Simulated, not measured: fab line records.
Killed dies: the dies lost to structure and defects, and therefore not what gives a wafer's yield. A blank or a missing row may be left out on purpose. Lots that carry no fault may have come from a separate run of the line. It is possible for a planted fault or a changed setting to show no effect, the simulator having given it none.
fab line records	flow sky130
record: lots: 13	wafers: 39	last-day: 50
route steps=708 shown SD_N@354 LI_CONTACT@365 LOCAL_INTERCONNECT@401 PAD_OPEN@708
lots that met no fault: from a run of the same line without faults
start-h: hours from the record's opening day to when the first of the lot's shown wafers began	wait-h: time in hours since the lot's previous step	" as in the row above	L1.1+2: a single row standing in for several wafers	- value missing, or start not given	* or withheld: withheld	< > ~ a bound
route shown NAME@n: a module of which the file shows steps, and the number in the route of the first	usual: mean/standard deviation of fault-free wafers	same: alike in all rows	chamber/n: place in a boat	sites: per-site readings	_std_site: standard deviation of those values	_edge_site: outer sites' mean less inner sites'	radius-mm: for every site, how far away it sits from the centre of the wafer	mask NAME#n: copy n	behind: the tool/chamber that last shaped the wafer	hold: the reason the lot was held/the length of the hold in hours/how it ended	device: the transistor (n, p or np) that didn't switch	end of line: the same wafers' tests at the end of the route	where a step has no rows: the recipe by itself	killed: not the wafer's yield, but the dies lost to structure and defects at the first sort	map: dies across one wafer; x = killed, . = not, _ = none there
set.NAME: the run value of the setting; set.NAME@STEP: its run value at that earlier step	model.NAME: the simulator's own value behind a step, which no gauge read
steps of the route over a sample of lots; a table a step, a row a wafer
services: a tool's chamber out of use, with start hour (start-h, from the record's first day; less than 0 if before it), hours out, and reason
== steps ==
step: SKY_SD_N_TW_MEAS_12
usual: SD_N_TW: 4050/30
lot.wafer	tool	chamber	start-h	wait-h	SD_N_TW
L626.1	film-metro-03	-	644.18	0.1	3985
L626.3	"	-	"	"	4017
L626.5	"	-	"	"	4012
L627.2	film-metro-01	-	646.79	0.1	4031
L627.3	"	-	"	"	4038
L627.5	"	-	"	"	4021
L628.2	film-metro-01	-	662.19	0.1	4028
L628.5	"	-	"	"	4047
L628.6	"	-	"	"	4042
L629.1	film-metro-04	-	663.23	0.1	4027
L629.4	"	-	"	"	4048
L629.6	"	-	"	"	4042
L631.2	film-metro-04	-	686.74	0.1	4056
L631.4	"	-	"	"	4065
L631.5	"	-	"	"	4059
L635.2	film-metro-04	-	733.99	0.1	4070
L635.3	"	-	"	"	4113
L635.5	"	-	"	"	4052
L634.1	film-metro-04	-	735.21	0.1	4074
L634.2	"	-	"	"	4093
L634.5	"	-	"	"	4070
L637.2	film-metro-03	-	736.09	0.1	4020
L637.3	"	-	"	"	4025
L637.6	"	-	"	"	4030
L641.1	film-metro-04	-	769.78	0.1	4091
L641.2	"	-	"	"	4087
L641.4	"	-	"	"	4078
L643.3	film-metro-01	-	782.51	0.1	4102
L643.4	"	-	"	"	4084
L643.6	"	-	"	"	4057
L646.2	film-metro-03	-	794.95	0.1	4044
L646.3	"	-	"	"	4027
L646.4	"	-	"	"	4051
L647.1	film-metro-04	-	802.59	0.1	4087
L647.3	"	-	"	"	4100
L647.5	"	-	"	"	4065
L649.2	film-metro-04	-	817.39	0.1	4097
L649.4	"	-	"	"	4088
L649.5	"	-	"	"	4085
step: SKY_LI_CONTACT_BOW_MEAS_03
recipe: mode: bow
usual: LI_CONTACT_BOW: 55/7.6
lot.wafer	tool	chamber	start-h	wait-h	LI_CONTACT_BOW[um]
L626.1	film-metro-03	-	645.31	0.2	35
L626.3	"	-	"	"	50
L626.5	"	-	"	"	48
L627.2	film-metro-04	-	647.92	0.2	53
L627.3	"	-	"	"	65
L627.5	"	-	"	"	59
L628.2	film-metro-03	-	663.33	0.2	71
L628.5	"	-	"	"	58
L628.6	"	-	"	"	57
L629.1	film-metro-01	-	664.42	0.1	50
L629.4	"	-	"	"	48
L629.6	"	-	"	"	46
L631.2	film-metro-04	-	687.88	0.2	40
L631.4	"	-	"	"	54
L631.5	"	-	"	"	56
L635.2	film-metro-01	-	735.17	0.1	64
L635.3	"	-	"	"	47
L635.5	"	-	"	"	60
L634.1	film-metro-03	-	736.34	0.1	66
L634.2	"	-	"	"	69
L634.5	"	-	"	"	57
L637.2	film-metro-01	-	737.65	0.2	55
L637.3	"	-	"	"	58
L637.6	"	-	"	"	51
L641.1	film-metro-03	-	770.90	0.1	53
L641.2	"	-	"	"	61
L641.4	"	-	"	"	65
L643.3	film-metro-04	-	783.65	0.1	68
L643.4	"	-	"	"	65
L643.6	"	-	"	"	58
L646.2	film-metro-03	-	796.08	0.1	64
L646.3	"	-	"	"	69
L646.4	"	-	"	"	51
L647.1	film-metro-03	-	803.71	0.2	51
L647.3	"	-	"	"	50
L647.5	"	-	"	"	42
L649.2	film-metro-01	-	818.53	0.1	63
L649.4	"	-	"	"	55
L649.5	"	-	"	"	46
step: SKY_LI_CONTACT_CVD_21
recipe: material: W	target-thk-nm: 400	time-s: 120.56	temp-c: 400	pressure-torr: 40
usual: chamber-pressure-Torr: 40.01/0.083	heater-power-w: 870/60	susceptor-temp-C: 399.97/0.24
lot.wafer	tool	chamber	start-h	wait-h	chamber-pressure-Torr	heater-power-w	susceptor-temp-C
L626.1	cvd-w-01	0	674.28	0.0	40.11	914	399.93
L626.3	"	0	"	"	40.16	905	399.79
L626.5	"	1	"	"	39.84	871	400.16
L627.2	cvd-w-01	0	676.23	0.0	40.09	912	399.70
L627.3	"	0	"	"	40.03	929	399.77
L627.5	"	0	"	"	39.99	910	399.81
L628.2	cvd-w-02	0	692.38	0.0	39.94	913	400.19
L628.5	"	0	"	"	39.80	910	400.13
L628.6	"	1	"	"	40.06	761	400.02
L629.1	cvd-w-01	0	693.69	0.0	40.02	929	400.20
L629.4	"	1	"	"	39.89	870	400.52
L629.6	"	0	"	"	40.13	924	400.18
L631.2	cvd-w-02	1	716.34	0.0	40.08	792	399.98
L631.4	"	1	"	"	40.10	780	400.26
L631.5	"	1	"	"	39.99	783	400.41
L635.2	cvd-w-02	1	763.19	0.0	39.92	794	399.87
L635.3	"	0	"	"	40.03	924	399.95
L635.5	"	1	"	"	39.93	785	400.14
L634.1	cvd-w-01	0	764.16	0.0	44.89	920	399.83
L634.2	"	1	"	"	39.98	879	400.02
L634.5	"	0	"	"	44.69	935	399.92
L637.2	cvd-w-01	1	765.40	0.0	40.05	858	399.92
L637.3	"	1	"	"	40.02	864	399.83
L637.6	"	0	"	"	44.79	935	399.70
L641.1	cvd-w-02	0	799.30	0.0	39.82	943	399.76
L641.2	"	1	"	"	40.05	786	400.14
L641.4	"	0	"	"	39.96	912	399.91
L643.3	cvd-w-02	0	811.42	0.1	40.02	913	399.72
L643.4	"	1	"	"	40.09	784	399.79
L643.6	"	1	"	"	40.09	791	399.66
L646.2	cvd-w-01	0	823.46	0.0	40.09	903	399.88
L646.3	"	1	"	"	40.03	844	399.75
L646.4	"	0	"	"	40.05	919	400.12
L647.1	cvd-w-02	0	830.89	0.0	40.15	931	400.03
L647.3	"	0	"	"	40.01	924	400.10
L647.5	"	0	"	"	40.08	930	400.16
L649.2	cvd-w-02	0	845.88	0.0	40.14	946	399.71
L649.4	"	1	"	"	40.08	784	400.31
L649.5	"	0	"	"	40.08	927	399.78
step: SKY_LOCAL_INTERCONNECT_METAL_ETCH_14
recipe: target-depth-nm: 110	stop-on: PSG	chemistry: Cl2/BCl3	target: TiN	resist-sidewall-deg: 88	pressure-mtorr: 10	icp-w: 900	bias-w: 48.5	Cl2_flow_sccm: 60	bcl3-flow-sccm: 30	time-s: 31.4
usual: drypump-motor-current-A: 6.14/0.22	oes-product-au: 0.942/0.0077	throttle-valve-pct: 21.900/0.011
lot.wafer	tool	chamber	start-h	wait-h	drypump-motor-current-A	oes-product-au	rf-hours-counter-h	throttle-valve-pct
L626.1	rie-metal-02	1	703.49	0.0	6.08	0.951	11	21.889
L626.3	"	0	"	"	6.51	0.952	-	21.869
L626.5	"	1	"	"	6.08	0.945	-	21.897
L627.2	rie-metal-03	0	705.14	0.1	5.94	0.935	-	21.906
L627.3	"	0	"	"	5.99	0.943	-	21.893
L627.5	"	0	"	"	5.99	0.929	-	21.911
L628.2	rie-metal-02	1	721.59	0.0	6.08	0.941	12	21.892
L628.5	"	0	"	"	6.53	0.939	-	21.915
L628.6	"	1	"	"	6.10	0.942	-	21.896
L629.1	rie-metal-01	0	722.41	0.1	6.27	0.944	7	21.920
L629.4	"	0	"	"	6.24	0.960	-	21.880
L629.6	"	0	"	"	6.24	0.927	-	21.916
L631.2	rie-metal-03	0	745.06	0.1	5.96	0.960	-	21.897
L631.4	"	0	"	"	6.03	0.952	-	21.909
L631.5	"	0	"	"	5.99	0.957	-	21.872
L635.2	rie-metal-01	1	790.89	0.0	6.05	0.931	14	21.904
L635.3	"	0	"	"	6.28	0.949	-	21.917
L635.5	"	0	"	"	6.28	0.931	-	21.909
L634.1	rie-metal-01	1	791.90	0.0	6.05	0.950	14	21.890
L634.2	"	0	"	"	6.31	0.939	9	21.899
L634.5	"	1	"	"	6.05	0.952	-	21.896
L637.2	rie-metal-02	0	793.54	0.0	6.55	0.932	2	21.918
L637.3	"	0	"	"	6.56	0.942	-	21.884
L637.6	"	0	"	"	6.54	0.935	-	21.902
L641.1	rie-metal-02	0	827.50	0.0	6.57	0.937	3	21.901
L641.2	"	1	"	"	6.09	0.941	16	21.893
L641.4	"	0	"	"	6.56	0.957	-	21.887
L643.3	rie-metal-01	1	839.29	0.1	6.05	0.949	-	21.898
L643.4	"	0	"	"	6.27	0.947	-	21.900
L643.6	"	0	"	"	6.27	0.941	-	21.894
L646.2	rie-metal-01	0	850.82	0.1	6.25	0.938	11	21.892
L646.3	"	0	"	"	6.27	0.939	-	21.908
L646.4	"	1	"	"	6.04	0.946	-	21.888
L647.1	rie-metal-01	0	857.55	0.1	6.29	0.934	12	21.896
L647.3	"	0	"	"	6.27	0.954	-	21.885
L647.5	"	0	"	"	6.29	0.938	-	21.913
L649.2	rie-metal-01	1	872.13	0.0	6.04	0.947	0	21.884
L649.4	"	0	"	"	6.27	0.943	-	21.903
L649.5	"	1	"	"	6.05	0.949	-	21.897
step: SKY_PAD_OPEN_PROBE_99
usual: killed_at_M0_to_M3: 43/6.4	killed_at_M4_up: 2.9/1.7	killed-at-contacts: 24/5	killed-at-front-end: 15/4	killed-at-other: 0.4/0.62	killed-dies: 86/9.3	killed-open: 47/6.8	killed-short: 38/5.8
same: gross-dies: 492	killed-at-back-side: 0
lot.wafer	tool	chamber	start-h	wait-h	killed_at_M0_to_M3	killed_at_M4_up	killed-at-contacts	killed-at-front-end	killed-at-other	killed-dies	killed-open	killed-short
L626.1	prober-02	-	1072.64	0.1	43	4	33	12	0	92	51	40
L626.3	prober-02	-	1072.74	0.2	53	4	21	15	1	94	48	46
L626.5	prober-02	-	1072.84	0.2	51	1	30	18	0	100	50	49
L627.2	prober-01	-	1076.14	0.1	31	4	22	16	0	73	37	36
L627.3	prober-01	-	1076.19	0.2	34	0	15	18	1	68	33	33
L627.5	prober-01	-	1076.29	0.2	45	0	30	16	0	91	54	37
L628.2	prober-02	-	1085.85	0.1	39	4	36	10	0	89	46	43
L628.5	prober-02	-	1086.00	0.2	42	1	19	10	0	72	39	32
L628.6	prober-02	-	1086.05	0.2	43	1	34	16	0	94	48	46
L629.1	prober-01	-	1087.75	0.1	39	3	20	12	0	74	38	36
L629.4	prober-01	-	1087.90	0.2	36	5	27	14	2	84	40	43
L629.6	prober-01	-	1088.00	0.2	40	4	22	22	1	89	60	29
L631.2	prober-01	-	1104.74	0.1	56	2	28	20	1	107	57	49
L631.4	prober-01	-	1104.84	0.2	38	3	26	10	0	77	38	39
L631.5	prober-01	-	1104.89	0.2	39	1	14	18	0	72	38	34
L635.2	prober-02	-	1139.10	0.1	52	1	26	13	1	93	52	40
L635.3	prober-02	-	1139.15	0.2	37	1	22	14	0	74	42	32
L635.5	prober-02	-	1139.25	0.2	41	2	31	14	0	88	57	31
L634.1	prober-02	-	1140.35	0.1	37	4	23	19	0	83	42	39
L634.2	prober-02	-	1140.40	0.1	32	6	25	6	0	69	34	35
L634.5	prober-02	-	1140.55	0.2	55	4	22	15	1	97	52	44
L637.2	prober-02	-	1141.90	0.1	44	0	22	13	0	79	39	40
L637.3	prober-02	-	1141.95	0.2	38	3	21	10	0	72	45	27
L637.6	prober-02	-	1142.10	0.2	34	3	24	10	1	72	37	34
L641.1	prober-02	-	1165.65	0.1	40	1	20	16	0	77	44	33
L641.2	prober-02	-	1165.70	0.1	38	2	26	19	0	85	46	39
L641.4	prober-02	-	1165.80	0.2	43	1	22	21	0	87	49	38
L643.3	prober-01	-	1170.33	0.2	42	7	27	10	0	86	38	48
L643.4	prober-01	-	1170.38	0.2	35	7	27	15	1	85	49	36
L643.6	prober-01	-	1170.48	0.2	39	4	18	19	0	80	38	42
L646.2	prober-01	-	1180.45	0.1	48	3	27	17	0	95	47	46
L646.3	prober-01	-	1180.50	0.2	47	2	27	16	1	93	59	34
L646.4	prober-01	-	1180.55	0.2	53	1	34	21	0	109	67	39
L647.1	prober-02	-	1185.49	0.1	30	1	17	13	0	61	38	23
L647.3	prober-02	-	1185.59	0.2	29	3	25	19	1	77	40	37
L647.5	prober-02	-	1185.69	0.2	46	2	29	21	0	98	58	40
L649.2	prober-02	-	1191.41	0.1	48	4	25	14	1	92	57	35
L649.4	prober-02	-	1191.51	0.2	33	0	23	22	0	78	38	38
L649.5	prober-02	-	1191.56	0.2	53	4	30	15	1	103	49	54
killed by level:class
L626.1 LI_CONTACT:geometric-particle:open=10 VIA3:geometric-particle:open=10 CONTACT:geometric-particle:open=9 LI_CONTACT:geometric-particle:short=8 VIA1:geometric-particle:open=8 METAL1:geometric-particle:short=5 CONTACT:geometric-particle:short=4 VIA2:geometric-particle:open=4
L626.3 VIA1:geometric-particle:open=10 VIA2:geometric-particle:open=10 LI_CONTACT:geometric-particle:short=9 VIA3:geometric-particle:open=8 CONTACT:geometric-particle:open=6 VIA3:geometric-particle:short=5 VIA1:geometric-particle:short=5 VIA2:geometric-particle:short=5
L626.5 VIA1:geometric-particle:open=10 METAL1:geometric-particle:short=9 VIA3:geometric-particle:open=9 CONTACT:geometric-particle:open=8 LI_CONTACT:geometric-particle:open=6 VIA2:geometric-particle:open=6 CONTACT:geometric-particle:short=6 LOCAL_INTERCONNECT:geometric-particle:short=5
L627.2 VIA1:geometric-particle:open=8 CONTACT:geometric-particle:open=7 LOCAL_INTERCONNECT:geometric-particle:short=5 POLY_GATE:geometric-particle:short=4 POLY_GATE:geometric-particle:open=4 LI_CONTACT:geometric-particle:open=4 VIA1:geometric-particle:short=4 METAL2:geometric-particle:short=4
L627.3 VIA3:geometric-particle:short=7 CONTACT:geometric-particle:open=6 VIA3:geometric-particle:open=6 FIELD_ISO:geometric-particle:short=5 POLY_GATE:geometric-particle:open=5 VIA1:geometric-particle:open=5 VIA2:geometric-particle:open=5 VIA1:geometric-particle:short=4
L627.5 VIA1:geometric-particle:open=14 CONTACT:geometric-particle:open=10 LI_CONTACT:geometric-particle:open=8 VIA2:geometric-particle:open=7 FIELD_ISO:geometric-particle:short=6 CONTACT:geometric-particle:short=6 VIA1:geometric-particle:short=6 POLY_GATE:geometric-particle:open=4
L628.2 CONTACT:geometric-particle:open=12 LOCAL_INTERCONNECT:geometric-particle:short=8 VIA1:geometric-particle:open=8 CONTACT:geometric-particle:short=6 VIA3:geometric-particle:open=6 VIA3:geometric-particle:short=6 VIA2:geometric-particle:open=5 LOCAL_INTERCONNECT:geometric-particle:open=4
L628.5 VIA1:geometric-particle:open=10 VIA3:geometric-particle:open=6 LI_CONTACT:geometric-particle:open=5 LOCAL_INTERCONNECT:geometric-particle:short=5 VIA2:geometric-particle:open=5 METAL1:geometric-particle:short=4 METAL3:geometric-particle:short=3 CONTACT:geometric-particle:short=3
L628.6 LI_CONTACT:geometric-particle:open=13 CONTACT:geometric-particle:open=12 VIA1:geometric-particle:short=10 VIA1:geometric-particle:open=8 METAL2:geometric-particle:short=8 FIELD_ISO:geometric-particle:short=5 LOCAL_INTERCONNECT:geometric-particle:short=4 FIELD_ISO:geometric-particle:open=3
L629.1 VIA1:geometric-particle:open=10 CONTACT:geometric-particle:open=9 METAL2:geometric-particle:short=7 METAL1:geometric-particle:short=6 VIA3:geometric-particle:open=5 LI_CONTACT:geometric-particle:open=5 LI_CONTACT:geometric-particle:short=4 FIELD_ISO:geometric-particle:short=3
L629.4 LI_CONTACT:geometric-particle:open=11 CONTACT:geometric-particle:open=7 VIA2:geometric-particle:open=6 POLY_GATE:geometric-particle:short=5 VIA3:geometric-particle:short=5 METAL2:geometric-particle:short=4 METAL1:geometric-particle:short=4 VIA2:geometric-particle:short=4
L629.6 CONTACT:geometric-particle:open=10 VIA1:geometric-particle:open=9 FIELD_ISO:geometric-particle:open=8 VIA2:geometric-particle:open=6 LI_CONTACT:geometric-particle:open=5 VIA1:geometric-particle:short=5 VIA3:geometric-particle:open=5 METAL3:geometric-particle:open=4
L631.2 VIA1:geometric-particle:open=13 LI_CONTACT:geometric-particle:open=9 VIA2:geometric-particle:open=9 VIA3:geometric-particle:open=8 VIA1:geometric-particle:short=7 FIELD_ISO:geometric-particle:short=6 METAL1:geometric-particle:short=6 POLY_GATE:geometric-particle:short=5
L631.4 CONTACT:geometric-particle:open=10 VIA2:geometric-particle:open=7 CONTACT:geometric-particle:short=6 VIA1:geometric-particle:open=6 METAL3:geometric-particle:short=5 LI_CONTACT:geometric-particle:open=4 LOCAL_INTERCONNECT:geometric-particle:short=4 VIA2:geometric-particle:short=4
L631.5 VIA1:geometric-particle:open=13 FIELD_ISO:geometric-particle:short=7 METAL2:geometric-particle:short=6 VIA2:geometric-particle:open=6 CONTACT:geometric-particle:short=5 CONTACT:geometric-particle:open=5 VIA3:geometric-particle:open=4 POLY_GATE:geometric-particle:short=3
L635.2 VIA1:geometric-particle:open=15 CONTACT:geometric-particle:open=13 METAL2:geometric-particle:short=8 CONTACT:geometric-particle:short=7 METAL3:geometric-particle:short=7 VIA2:geometric-particle:open=6 FIELD_ISO:geometric-particle:open=5 VIA1:geometric-particle:short=4
L635.3 LI_CONTACT:geometric-particle:open=8 CONTACT:geometric-particle:open=8 METAL1:geometric-particle:short=7 FIELD_ISO:geometric-particle:open=5 VIA1:geometric-particle:open=5 VIA1:geometric-particle:short=5 VIA2:geometric-particle:open=5 VIA3:geometric-particle:open=5
L635.5 CONTACT:geometric-particle:open=12 VIA3:geometric-particle:open=9 VIA1:geometric-particle:open=9 LI_CONTACT:geometric-particle:open=8 POLY_GATE:geometric-particle:open=5 CONTACT:geometric-particle:short=5 METAL1:geometric-particle:short=4 VIA1:geometric-particle:short=4
L634.1 CONTACT:geometric-particle:open=8 VIA3:geometric-particle:open=8 LOCAL_INTERCONNECT:geometric-particle:short=6 METAL1:geometric-particle:short=6 POLY_GATE:geometric-particle:short=5 VIA2:geometric-particle:open=5 FIELD_ISO:geometric-particle:open=4 LI_CONTACT:geometric-particle:open=4
L634.2 CONTACT:geometric-particle:open=10 LOCAL_INTERCONNECT:geometric-particle:short=7 VIA1:geometric-particle:open=6 VIA2:geometric-particle:open=6 VIA1:geometric-particle:short=4 METAL2:geometric-particle:short=4 VIA3:geometric-particle:open=4 CONTACT:geometric-particle:short=3
L634.5 VIA1:geometric-particle:open=11 LI_CONTACT:geometric-particle:open=10 VIA2:geometric-particle:open=10 VIA1:geometric-particle:short=8 FIELD_ISO:geometric-particle:short=5 CONTACT:geometric-particle:open=5 CONTACT:geometric-particle:short=5 METAL2:geometric-particle:short=5
L637.2 VIA1:geometric-particle:open=15 METAL1:geometric-particle:short=12 POLY_GATE:geometric-particle:short=6 CONTACT:geometric-particle:open=6 CONTACT:geometric-particle:short=5 LOCAL_INTERCONNECT:geometric-particle:short=4 LI_CONTACT:geometric-particle:open=4 METAL2:geometric-particle:short=3
L637.3 VIA1:geometric-particle:open=12 CONTACT:geometric-particle:open=9 VIA2:geometric-particle:open=6 METAL1:geometric-particle:short=5 METAL2:geometric-particle:short=4 LI_CONTACT:geometric-particle:open=4 CONTACT:geometric-particle:short=4 FIELD_ISO:geometric-particle:open=3
L637.6 CONTACT:geometric-particle:open=9 METAL2:geometric-particle:short=7 LI_CONTACT:geometric-particle:open=5 METAL1:geometric-particle:short=5 VIA2:geometric-particle:open=5 VIA3:geometric-particle:open=5 FIELD_ISO:geometric-particle:short=4 LOCAL_INTERCONNECT:geometric-particle:short=4
L641.1 CONTACT:geometric-particle:open=9 VIA2:geometric-particle:open=7 FIELD_ISO:geometric-particle:open=5 VIA3:geometric-particle:short=5 LOCAL_INTERCONNECT:geometric-particle:short=5 METAL1:geometric-particle:short=5 POLY_GATE:geometric-particle:open=4 VIA1:geometric-particle:open=4
L641.2 METAL2:geometric-particle:short=10 LI_CONTACT:geometric-particle:open=9 FIELD_ISO:geometric-particle:open=8 VIA1:geometric-particle:open=7 LOCAL_INTERCONNECT:geometric-particle:short=6 CONTACT:geometric-particle:open=6 VIA2:geometric-particle:open=5 VIA3:geometric-particle:open=4
L641.4 VIA1:geometric-particle:open=9 LI_CONTACT:geometric-particle:open=8 METAL1:geometric-particle:short=8 CONTACT:geometric-particle:open=7 VIA1:geometric-particle:short=6 FIELD_ISO:geometric-particle:short=5 FIELD_ISO:geometric-particle:open=5 POLY_GATE:geometric-particle:open=5
L643.3 LI_CONTACT:geometric-particle:open=9 VIA2:geometric-particle:short=7 CONTACT:geometric-particle:open=7 VIA1:geometric-particle:open=7 METAL1:geometric-particle:short=6 METAL3:geometric-particle:short=6 CONTACT:geometric-particle:short=5 POLY_GATE:geometric-particle:open=5
L643.4 CONTACT:geometric-particle:open=11 VIA1:geometric-particle:open=10 VIA1:geometric-particle:short=6 POLY_GATE:geometric-particle:short=5 VIA3:geometric-particle:open=5 POLY_GATE:geometric-particle:open=4 LI_CONTACT:geometric-particle:open=4 LOCAL_INTERCONNECT:geometric-particle:short=4
L643.6 VIA2:geometric-particle:open=8 LOCAL_INTERCONNECT:geometric-particle:short=7 VIA1:geometric-particle:short=7 METAL2:geometric-particle:short=7 POLY_GATE:geometric-particle:short=6 CONTACT:geometric-particle:open=6 VIA1:geometric-particle:open=5 POLY_GATE:geometric-particle:open=4
L646.2 VIA1:geometric-particle:open=17 VIA1:geometric-particle:short=10 LI_CONTACT:geometric-particle:open=9 FIELD_ISO:geometric-particle:short=7 CONTACT:geometric-particle:open=6 METAL1:geometric-particle:short=5 METAL3:geometric-particle:short=4 LOCAL_INTERCONNECT:geometric-particle:short=4
L646.3 VIA1:geometric-particle:open=16 CONTACT:geometric-particle:open=11 LI_CONTACT:geometric-particle:open=10 FIELD_ISO:geometric-particle:short=7 VIA2:geometric-particle:open=7 VIA1:geometric-particle:short=5 VIA3:geometric-particle:open=5 METAL1:geometric-particle:short=4
L646.4 VIA1:geometric-particle:open=16 LI_CONTACT:geometric-particle:open=14 VIA2:geometric-particle:open=9 VIA3:geometric-particle:open=9 CONTACT:geometric-particle:open=7 FIELD_ISO:geometric-particle:short=6 METAL2:geometric-particle:short=6 FIELD_ISO:geometric-particle:open=5
L647.1 CONTACT:geometric-particle:open=8 VIA1:geometric-particle:open=6 VIA2:geometric-particle:open=6 VIA3:geometric-particle:open=5 FIELD_ISO:geometric-particle:short=4 LOCAL_INTERCONNECT:geometric-particle:short=4 FIELD_ISO:geometric-particle:open=3 METAL1:geometric-particle:short=3
L647.3 CONTACT:geometric-particle:open=12 VIA1:geometric-particle:open=7 CONTACT:geometric-particle:short=5 LI_CONTACT:geometric-particle:open=4 METAL1:geometric-particle:short=4 VIA3:geometric-particle:open=4 FIELD_ISO:geometric-particle:short=3 FIELD_ISO:geometric-particle:open=3
L647.5 VIA1:geometric-particle:open=14 CONTACT:geometric-particle:open=11 VIA1:geometric-particle:short=7 VIA2:geometric-particle:open=7 FIELD_ISO:geometric-particle:short=6 CONTACT:geometric-particle:short=6 FIELD_ISO:geometric-particle:open=5 VIA3:geometric-particle:open=5
L649.2 CONTACT:geometric-particle:open=14 VIA1:geometric-particle:open=13 VIA2:geometric-particle:open=8 VIA2:geometric-particle:short=6 LI_CONTACT:geometric-particle:open=6 VIA3:geometric-particle:open=5 POLY_GATE:geometric-particle:short=4 METAL1:geometric-particle:short=4
L649.4 VIA1:geometric-particle:open=10 CONTACT:geometric-particle:open=9 POLY_GATE:geometric-particle:short=6 METAL1:geometric-particle:short=6 VIA1:geometric-particle:short=5 CONTACT:geometric-particle:short=5 FIELD_ISO:geometric-particle:short=4 POLY_GATE:geometric-particle:open=4
L649.5 VIA1:geometric-particle:open=15 METAL1:geometric-particle:short=8 VIA2:geometric-particle:open=8 LI_CONTACT:geometric-particle:open=7 LOCAL_INTERCONNECT:geometric-particle:short=7 CONTACT:geometric-particle:open=7 VIA2:geometric-particle:short=7 LI_CONTACT:geometric-particle:short=6
== services ==
tool	chamber	start-h	hours	kind
rie-metal-03	0	650.42	5.5	repair
rie-metal-03	1	651.18	17.4	repair
rie-metal-03	1	695.42	127.2	repair
rie-metal-01	1	708.70	19.3	repair
rie-metal-02	0	728.34	-	clean
rie-metal-02	0	728.34	15.7	scheduled-down
rie-metal-02	0	728.34	15.7	vent-cycle
cvd-w-01	0	739.61	6.1	repair
rie-metal-02	1	800.66	10.9	repair
rie-metal-01	1	852.15	1.1	repair
rie-metal-01	1	853.27	-	clean
rie-metal-01	1	853.27	14.5	scheduled-down
rie-metal-01	1	853.27	14.5	vent-cycle
rie-metal-02	1	866.27	-	clean
rie-metal-02	1	866.27	15.4	scheduled-down
rie-metal-02	1	866.27	15.4	vent-cycle
cvd-w-02	1	868.27	5.9	repair
cvd-w-01	-	868.61	3.2	repair
== key ==
first-sign: step: SKY_LI_CONTACT_CVD_21	reading: chamber-pressure-Torr	direction: up	sigmas: 57	usual: 40.01	struck: 44.79
effect none on later readings
met-at SKY_LI_CONTACT_CVD_21
struck-lots L634,L637
struck-wafers L634.1,L634.5,L637.6
tester-left-out L634,L637
not-acting-at SKY_SD_N_TW_MEAS_12,SKY_LI_CONTACT_BOW_MEAS_03,SKY_LOCAL_INTERCONNECT_METAL_ETCH_14
onset-between 693.69 764.16
fault: kind: process-parameter-drift	tool: cvd-w-01	chamber: 0	onset-h: 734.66	steps: SKY_LI_CONTACT_CVD_21	channel: pressure-torr	offset: 4.7702	shape: step	end-h: 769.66	acts-in: these-recipes-only	stated: 40
tester-left-out: of these lots the tester's yield and bins aren't shown, on N5 and GAA mostly nor the transistor test; their killed dies are dies lost to structure and defects alone, not to doping, threshold or leakage, so they don't give the yield
